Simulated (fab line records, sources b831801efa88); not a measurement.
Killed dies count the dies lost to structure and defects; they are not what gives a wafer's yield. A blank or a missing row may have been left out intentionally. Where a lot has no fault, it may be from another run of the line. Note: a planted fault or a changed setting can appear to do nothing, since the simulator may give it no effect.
fab line records | flow sky130
record: lots: 12 wafers: 36 last_day: 50
route steps=708 shown VIA4@655 METAL5@676 PASSIVATION@692 PAD_OPEN@708
lots that met no fault: from a run of the same line without faults
start_h: the number of hours between the record's first day and the start of the first shown wafer of the lot | wait_h: time in hours since the lot's previous step | " the same as in the row above | L1.1+2: a row that stands for several wafers | - no value present, or no start provided | * or withheld: withheld | < > ~ a bound
route shown NAME@n: names a module that has steps shown in the file, with the first one's number in the route | usual: mean/standard deviation taken from wafers without a fault | same: alike in all rows | chamber/n: place in a boat | sites: per-site readings | _std_site: how widely they spread, as a standard deviation | _edge_site: the outer-site mean with the inner-site mean subtracted | radius_mm: for every site, how far away it sits from the centre of the wafer | mask NAME#n: copy n | behind: the last tool/chamber to shape the wafer | hold: cause of the lot's hold/its duration in hours/its outcome | device: whichever transistor did not switch (one of n, p or np) | end of line: at the end of the route, the tests of the same wafers | a step without rows: its recipe alone | killed: dies lost to structure and defects at the first sort, not the wafer's yield | map: a wafer's dies, marking killed ones x, the rest . and places with no die _
set.NAME: the run value of the setting; set.NAME@STEP: its run value at that earlier step | model.NAME: the simulator's own value behind a step, which no gauge read
steps of the route over a sample of lots; a table a step, a row a wafer
services: when a tool's chamber went out of use (start_h, in hours from the record's first day, below 0 if earlier), for how many hours, and the reason
== steps ==
step: SKY_VIA4_CLEAN_16
recipe: chemistry: O3/DIW dry: n2_spin
columns lot.wafer tool chamber start_h wait_h
L428.1+3+6 wet_bench-02 1 999.32 0.0
L429.2+3+6 wet_bench-02 3 1005.64 0.0
L430.2+4+6 wet_bench-01 1 1015.51 0.0
L431.2+4+6 wet_bench-02 2 1023.68 0.0
L433.2+3+6 wet_bench-04 3 1037.46 0.0
L434.2+5+6 wet_bench-02 1 1047.63 0.0
L435.2+3+6 wet_bench-01 3 1049.36 0.0
L436.1+2+3 wet_bench-02 1 1056.25 0.0
L438.1+2+3 wet_bench-02 0 1070.47 0.0
L444.3+5+6 wet_bench-02 1 1113.47 0.0
L445.2+3+5 wet_bench-02 1 1124.06 0.0
L451.1+3+6 wet_bench-04 0 1141.07 0.0
step: SKY_VIA4_CMP_21
recipe: stop_on: SiO2 t_overpolish_s: 25 down_force_psi: 3.5 platen_rpm: 60 target_thk_nm: 0 pad_velocity_m_s: 0.94248
usual: motor_current_A: 11.0/0.93 overpolish_run_s: 24.999/0.01 slurry_filter_dp_kPa: 13.50/0.14 time_to_endpoint_s: 121/5.6
columns lot.wafer tool chamber start_h wait_h motor_current_A overpolish_run_s slurry_filter_dp_kPa time_to_endpoint_s
L428.1 cmp-01 0 999.90 0.1 10.5 24.977 13.48 126
L428.3 " 1 " " 9.9 24.994 13.61 117
L428.6 " 2 " " 10.8 24.993 13.35 115
L429.3 cmp-02 3 1006.17 0.1 10.3 25.001 13.67 123
L429.2 " 0 " " 10.5 25.004 13.38 121
L429.6 " 2 " " 10.4 25.000 13.33 125
L430.4 cmp-02 2 1016.04 0.1 10.4 25.004 13.17 127
L430.2 " 3 " " 10.5 25.007 13.57 118
L430.6 " 2 " " 10.3 24.989 13.39 126
L431.4 cmp-01 1 1024.27 0.1 9.9 25.021 13.48 118
L431.2 " 2 " " 10.5 25.006 13.50 120
L431.6 " 0 " " 10.3 25.021 13.49 130
L433.2 cmp-01 2 1037.94 0.0 10.6 24.996 13.46 114
L433.3 " 1 " " 9.8 24.988 13.63 113
L433.6 " 2 " " 11.7 24.985 13.70 114
L434.2 cmp-01 2 1048.17 0.1 11.5 24.996 13.62 119
L434.5 " 1 " " 10.1 25.014 13.42 117
L434.6 " 2 " " 11.3 25.009 13.61 112
L435.3 cmp-01 2 1049.84 0.0 11.4 24.995 13.55 117
L435.2 " 3 " " 12.7 24.996 13.46 119
L435.6 " 2 " " 11.9 24.993 13.45 114
L436.2 cmp-01 0 1056.79 0.1 10.6 24.996 13.33 130
L436.3 " 1 " " 10.1 25.001 13.43 117
L436.1 " 2 " " 11.4 25.010 13.59 120
L438.2 cmp-01 2 1070.96 0.0 11.1 24.996 13.82 115
L438.1 " 3 " " 13.4 25.009 13.37 121
L438.3 " 1 " " 9.8 25.002 13.40 116
L444.3 cmp-02 1 1114.15 0.1 11.6 24.999 13.45 123
L444.6 " 3 " " 10.3 25.003 13.56 116
L444.5 " 0 " " 11.2 24.995 13.48 120
L445.2 cmp-01 1 1124.54 0.0 9.8 25.030 13.27 120
L445.3 " 2 " " 11.4 24.997 13.68 118
L445.5 " 2 " " 11.4 24.990 13.29 118
L451.3 cmp-01 0 1141.93 0.3 10.9 24.986 13.54 132
L451.1 " 1 " " 10.0 24.996 13.41 117
L451.6 " 2 " " 11.3 24.998 13.41 120
step: SKY_METAL5_METAL_ETCH_15
recipe: target_depth_a: 12600 stop_on: SiO2 over_etch_frac: 0.2 time_s: 252 chemistry: Cl2/BCl3 resist_sidewall_deg: 86 pressure_mtorr: 10 icp_w: 900 bias_w: 48.5 Cl2_flow_sccm: 60 bcl3_flow_sccm: 30
usual: drypump_motor_current_A: 5.7/0.34 oes_product_au: 0.894/0.0048 rf_fwd_power_W: 897.7/2.8 throttle_valve_pct: 22.264/0.0089
columns lot.wafer tool chamber start_h wait_h drypump_motor_current_A oes_product_au rf_fwd_power_W rf_hours_counter_h throttle_valve_pct
L428.1 rie_metal-03 1 1022.81 0.0 5.9 0.894 899.2 18 22.271
L428.3 " 1 " " 5.9 0.890 898.5 - 22.263
L428.6 " 0 " " 5.7 0.891 894.7 - 22.267
L429.2 rie_metal-03 0 1029.94 0.1 5.7 0.886 900.1 - 22.256
L429.3 " 0 " " 5.7 0.895 899.8 - 22.264
L429.6 " 0 " " 5.7 0.897 901.8 - 22.275
L430.2 rie_metal-01 1 1038.91 0.0 5.2 0.899 893.3 19 22.248
L430.4 " 0 " " 6.4 0.899 898.5 - 22.266
L430.6 " 1 " " 5.3 0.889 887.9 - 22.272
L431.2 rie_metal-03 1 1046.41 0.0 6.0 0.890 896.9 20 22.271
L431.4 " 0 " " 5.7 0.882 897.8 - 22.267
L431.6 " 1 " " 6.0 0.887 898.2 - 22.261
L433.2 rie_metal-02 1 1060.21 0.0 5.4 0.895 894.5 11 22.263
L433.3 " 1 " " 5.4 0.896 896.8 - 22.255
L433.6 " 1 " " 5.4 0.895 896.7 - 22.263
L434.2 rie_metal-02 1 1069.43 0.0 5.4 0.896 895.0 12 22.263
L434.5 " 1 " " 5.4 0.892 895.8 - 22.261
L434.6 " 0 " " 5.7 0.897 898.3 - 22.257
L435.2 rie_metal-02 0 1072.18 0.0 5.7 0.896 901.4 15 22.256
L435.3 " 1 " " 5.4 0.889 901.6 - 22.244
L435.6 " 1 " " 5.4 0.892 900.8 - 22.267
L436.1 rie_metal-03 1 1077.56 0.0 6.0 0.896 901.5 22 22.259
L436.2 " 0 " " 5.7 0.896 896.3 11 22.272
L436.3 " 1 " " 6.0 0.894 897.9 - 22.267
L438.1 rie_metal-03 0 1091.64 0.1 5.7 0.899 899.6 13 22.257
L438.2 " 0 " " 5.7 0.895 902.8 - 22.263
L438.3 " 0 " " 5.7 0.893 899.8 - 22.274
L444.3 rie_metal-02 0 1133.64 0.1 5.7 0.886 895.7 - 22.257
L444.5 " 1 " " 5.4 0.894 898.1 - 22.273
L444.6 " 0 " " 5.6 0.899 895.8 - 22.257
L445.2 rie_metal-02 1 1143.43 0.0 5.4 0.893 894.3 18 22.264
L445.3 " 0 " " 5.6 0.891 896.4 - 22.262
L445.5 " 1 " " 5.4 0.893 899.1 - 22.268
L451.1 rie_metal-03 0 1159.96 0.0 5.7 0.891 900.0 18 22.282
L451.3 " 0 " " 5.7 0.886 899.3 - 22.266
L451.6 " 0 " " 5.7 0.896 898.4 - 22.270
step: SKY_PASSIVATION_ETCH_11
recipe: chemistry: CF4/O2 target_depth_nm: 725 stop_on: AlCu source_w: 800 bias_w: 150 pressure_mtorr: 150 cf4_flow_sccm: 80 O2_flow_sccm: 10 time_s: 161.1
usual: drypump_motor_current_A: 5.7/0.33 oes_product_au: 0.978/0.0074 rf_fwd_power_W: 796.6/2.6 throttle_valve_pct: 5.965/0.0093
columns lot.wafer tool chamber start_h wait_h drypump_motor_current_A oes_product_au rf_fwd_power_W rf_hours_counter_h throttle_valve_pct
L428.1 rie_diel-03 1 1045.88 - 6.0 0.972 799.4 6 5.964
L428.3 " 3 " " 5.5 0.963 798.5 31 5.966
L428.6 " 1 " " 5.9 0.983 796.9 - 5.965
L429.2 rie_diel-01 1 1052.55 - 5.7 0.971 793.8 5 5.965
L429.3 " 0 " " 5.7 0.967 796.4 13 5.961
L429.6 " 3 " " 6.7 0.978 796.1 - 5.950
L430.2 rie_diel-03 1 1061.14 - 5.9 0.957 799.7 6 5.976
L430.4 " 0 " " 6.0 0.978 798.6 12 5.966
L430.6 " 0 " " 6.0 0.979 796.6 - 5.958
L431.2 rie_diel-03 1 1069.20 - 5.9 0.974 797.2 7 5.967
L431.4 " 2 " " 5.7 0.980 797.3 10 5.967
L431.6 " 2 " " 5.7 0.991 796.9 - 5.951
L433.2 rie_diel-04 3 1082.45 - 5.5 0.987 793.5 10 5.953
L433.3 " 2 " " 5.5 0.974 793.3 21 5.961
L433.6 " 3 " " 5.5 0.979 800.4 - 5.948
L434.2 rie_diel-03 2 1091.09 - 5.7 0.968 793.5 11 5.976
L434.5 " 2 " " 5.7 0.974 797.9 - 5.957
L434.6 " 3 " " 5.5 0.975 798.2 - 5.962
L435.2 rie_diel-03 3 1094.30 - 5.5 0.978 799.1 32 5.969
L435.3 " 0 " " 6.1 0.980 793.5 14 5.976
L435.6 " 2 " " 5.7 0.974 801.1 - 5.981
L436.1 rie_diel-03 3 1099.03 - 5.5 0.982 794.2 33 5.958
L436.2 " 0 " " 6.0 0.979 795.6 14 5.971
L436.3 " 2 " " 5.6 0.972 794.4 11 5.967
L438.1 rie_diel-01 0 1113.64 - 5.8 0.981 798.9 15 5.989
L438.2 " 2 " " 5.4 0.980 793.3 20 5.959
L438.3 " 3 " " 6.7 0.996 797.9 18 5.963
L444.3 rie_diel-01 2 1152.54 - 5.4 0.974 797.2 21 5.972
L444.5 " 2 " " 5.4 0.984 796.0 - 5.970
L444.6 " 1 " " 5.7 0.985 799.8 - 5.964
L445.2 rie_diel-03 3 1162.59 - 5.5 0.974 798.7 1 5.958
L445.3 " 2 " " 5.7 0.977 799.1 14 5.952
L445.5 " 3 " " 5.5 0.989 797.2 - 5.960
L451.1 rie_diel-03 3 1177.80 - 5.5 0.978 799.4 2 5.957
L451.3 " 2 " " 5.7 0.989 794.0 15 5.954
L451.6 " 1 " " 5.9 0.965 794.0 - 5.953
step: SKY_PAD_OPEN_PROBE_99
usual: defect_limited_yield: 82.6/2 killed_at_M0_to_M3: 44/7.3 killed_at_M4_up: 3.1/1.6 killed_at_contacts: 24/5.4 killed_at_front_end: 15/4 killed_at_other: 0.2/0.49 killed_dies: 86/10 killed_open: 48/7.3 killed_short: 38/6.3 sort_bin_3_pad_short: 0.8/0.45 sort_bin_5_function: 10.3/1.5 sort_bin_6_memory: 6.3/1.2 sort_n_pass: 406/10 sort_yield_pct: 82.6/2
same: gross_dies: 492 killed_at_back_side: 0 sort_bin_4_leakage[%]: 0 sort_bin_8_speed[%]: 0
columns lot.wafer tool chamber start_h wait_h defect_limited_yield[%] killed_at_M0_to_M3 killed_at_M4_up killed_at_contacts killed_at_front_end killed_at_other killed_dies killed_open killed_short sort_bin_3_pad_short[%] sort_bin_5_function[%] sort_bin_6_memory[%] sort_n_pass sort_yield_pct[%]
L428.1 prober-02 - 1069.33 0.1 83.1 47 3 20 13 0 83 43 40 1.4 10.2 5.3 409 83.1
L428.3 prober-02 - 1069.43 0.2 81.9 48 3 29 9 0 89 47 42 0.6 11.2 6.3 403 81.9
L428.6 prober-02 - 1069.58 0.2 85.2 37 2 18 16 0 73 39 34 1.2 8.3 5.3 419 85.2
L436.1 prober-02 - 1121.07 0.1 78.9 51 3 27 22 1 104 54 50 1.0 13.4 6.7 388 78.9
L436.2 prober-02 - 1121.12 0.1 82.7 43 4 26 12 0 85 44 41 0.8 9.1 7.3 407 82.7
L436.3 prober-02 - 1121.17 0.2 83.9 47 2 15 15 0 79 38 41 1.0 9.8 5.3 413 83.9
L444.3 prober-02 - 1172.64 0.2 72.2 49 50 25 13 0 137 43 45 2.8 17.3 7.7 355 72.2
L444.5 prober-02 - 1172.74 0.2 74.0 40 51 23 14 0 128 40 40 2.4 15.0 8.5 364 74.0
L444.6 prober-02 - 1172.79 0.2 74.0 42 51 24 11 0 128 40 39 2.8 15.9 7.3 364 74.0
L445.2 prober-02 - 1182.57 0.1 71.7 45 51 25 17 1 139 46 46 3.7 15.2 9.3 353 71.7
L445.3 prober-02 - 1182.62 0.2 73.0 45 53 25 10 0 133 43 40 2.6 18.5 5.9 359 73.0
L445.5 prober-02 - 1182.72 0.2 74.0 47 49 14 18 0 128 38 41 3.5 14.8 7.7 364 74.0
killed by level:class
L428.1 VIA1:geometric_particle:open=10 CONTACT:geometric_particle:open=9 CONTACT:geometric_particle:short=7 METAL2:geometric_particle:short=5 POLY_GATE:geometric_particle:open=5 VIA2:geometric_particle:short=5 METAL3:geometric_particle:short=5 FIELD_ISO:geometric_particle:open=4
L428.3 VIA1:geometric_particle:open=15 LI_CONTACT:geometric_particle:open=9 VIA1:geometric_particle:short=9 CONTACT:geometric_particle:open=8 METAL2:geometric_particle:short=5 VIA3:geometric_particle:open=5 LOCAL_INTERCONNECT:geometric_particle:short=5 VIA3:geometric_particle:short=4
L428.6 VIA1:geometric_particle:open=10 CONTACT:geometric_particle:open=9 CONTACT:geometric_particle:short=6 VIA1:geometric_particle:short=6 VIA3:geometric_particle:open=6 FIELD_ISO:geometric_particle:open=4 POLY_GATE:geometric_particle:open=3 METAL1:geometric_particle:short=3
L436.1 CONTACT:geometric_particle:open=10 FIELD_ISO:geometric_particle:open=9 METAL1:geometric_particle:short=9 VIA1:geometric_particle:open=8 LI_CONTACT:geometric_particle:open=7 METAL2:geometric_particle:short=7 VIA2:geometric_particle:open=7 CONTACT:geometric_particle:short=6
L436.2 VIA1:geometric_particle:open=11 CONTACT:geometric_particle:open=10 METAL1:geometric_particle:short=8 LOCAL_INTERCONNECT:geometric_particle:short=5 VIA2:geometric_particle:open=5 VIA3:geometric_particle:short=5 LI_CONTACT:geometric_particle:open=4 CONTACT:geometric_particle:short=4
L436.3 VIA1:geometric_particle:open=12 VIA3:geometric_particle:open=7 METAL1:geometric_particle:short=6 VIA1:geometric_particle:short=6 POLY_GATE:geometric_particle:short=5 LOCAL_INTERCONNECT:geometric_particle:short=5 CONTACT:geometric_particle:open=5 FIELD_ISO:geometric_particle:open=4
L444.3 VIA4:unspecified=49 VIA1:geometric_particle:open=14 METAL1:geometric_particle:short=9 CONTACT:geometric_particle:open=9 METAL3:geometric_particle:short=8 FIELD_ISO:geometric_particle:short=6 LOCAL_INTERCONNECT:geometric_particle:short=6 VIA3:geometric_particle:open=6
L444.5 VIA4:unspecified=48 VIA1:geometric_particle:open=11 LOCAL_INTERCONNECT:geometric_particle:short=8 LI_CONTACT:geometric_particle:open=6 METAL1:geometric_particle:short=5 METAL2:geometric_particle:short=5 VIA3:geometric_particle:open=5 FIELD_ISO:geometric_particle:short=4
L444.6 VIA4:unspecified=49 LI_CONTACT:geometric_particle:open=10 VIA1:geometric_particle:open=7 METAL1:geometric_particle:short=6 CONTACT:geometric_particle:open=5 VIA2:geometric_particle:open=5 VIA3:geometric_particle:open=5 LOCAL_INTERCONNECT:geometric_particle:short=4
L445.2 VIA4:unspecified=47 VIA1:geometric_particle:open=12 CONTACT:geometric_particle:open=11 METAL2:geometric_particle:short=7 FIELD_ISO:geometric_particle:short=5 CONTACT:geometric_particle:short=5 VIA2:geometric_particle:open=5 LI_CONTACT:geometric_particle:short=4
L445.3 VIA4:unspecified=50 CONTACT:geometric_particle:short=9 METAL1:geometric_particle:short=9 VIA2:geometric_particle:open=8 LI_CONTACT:geometric_particle:open=7 VIA1:geometric_particle:open=6 CONTACT:geometric_particle:open=5 METAL2:geometric_particle:short=5
L445.5 VIA4:unspecified=49 VIA1:geometric_particle:open=11 METAL1:geometric_particle:short=9 METAL2:geometric_particle:short=8 FIELD_ISO:geometric_particle:open=6 VIA2:geometric_particle:open=4 LI_CONTACT:geometric_particle:open=4 METAL3:geometric_particle:short=4
== services ==
columns tool chamber start_h hours kind
rie_diel-01 - 975.76 0.8 repair
rie_diel-01 2 982.82 7.4 repair
rie_diel-01 2 1010.45 31.5 repair
rie_metal-01 0 1011.47 2.8 repair
cmp-01 - 1012.92 0.3 repair
cmp-01 - 1017.57 5.0 pm
rie_metal-02 - 1020.28 28.1 pm
rie_diel-01 3 1025.46 2.6 repair
rie_metal-03 1 1027.71 3.4 repair
cmp-01 - 1033.11 0.6 repair
cmp-02 - 1034.12 1.6 repair
rie_diel-04 1 1064.42 10.2 repair
cmp-02 - 1066.20 1.7 repair
cmp-02 - 1074.51 2.5 repair
rie_diel-04 0 1079.40 3.8 repair
rie_metal-03 - 1082.10 1.4 pm
cmp-02 - 1084.47 4.0 pm
rie_diel-01 2 1096.89 3.3 repair
rie_diel-03 3 1110.49 - clean
cmp-02 - 1126.36 5.5 pm
rie_diel-03 0 1141.67 5.4 repair
rie_diel-01 - 1146.27 2.3 repair
cmp-02 - 1150.90 2.0 repair
cmp-01 - 1155.42 0.9 repair
== key ==
first_sign: step: SKY_PAD_OPEN_PROBE_99 reading: killed_at_M4_up direction: up sigmas: 29 usual: 3.1 struck: 50.8
effect: step: SKY_PAD_OPEN_PROBE_99 reading: sort_bin_3_pad_short direction: up sigmas: 4.7 usual: 0.8 struck: 3.0
met_at SKY_VIA4_CLEAN_16
struck_lots L444,L445
not_acting_at SKY_VIA4_CMP_21,SKY_METAL5_METAL_ETCH_15,SKY_PASSIVATION_ETCH_11
onset_between 1070.47 1113.47
fault: kind: chamber_particle_source tool: wet_bench-02 chamber: - onset_h: 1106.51 steps: SKY_VIA4_CLEAN_16 rate_per_visit_cm2: 0.72212 end_h: 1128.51
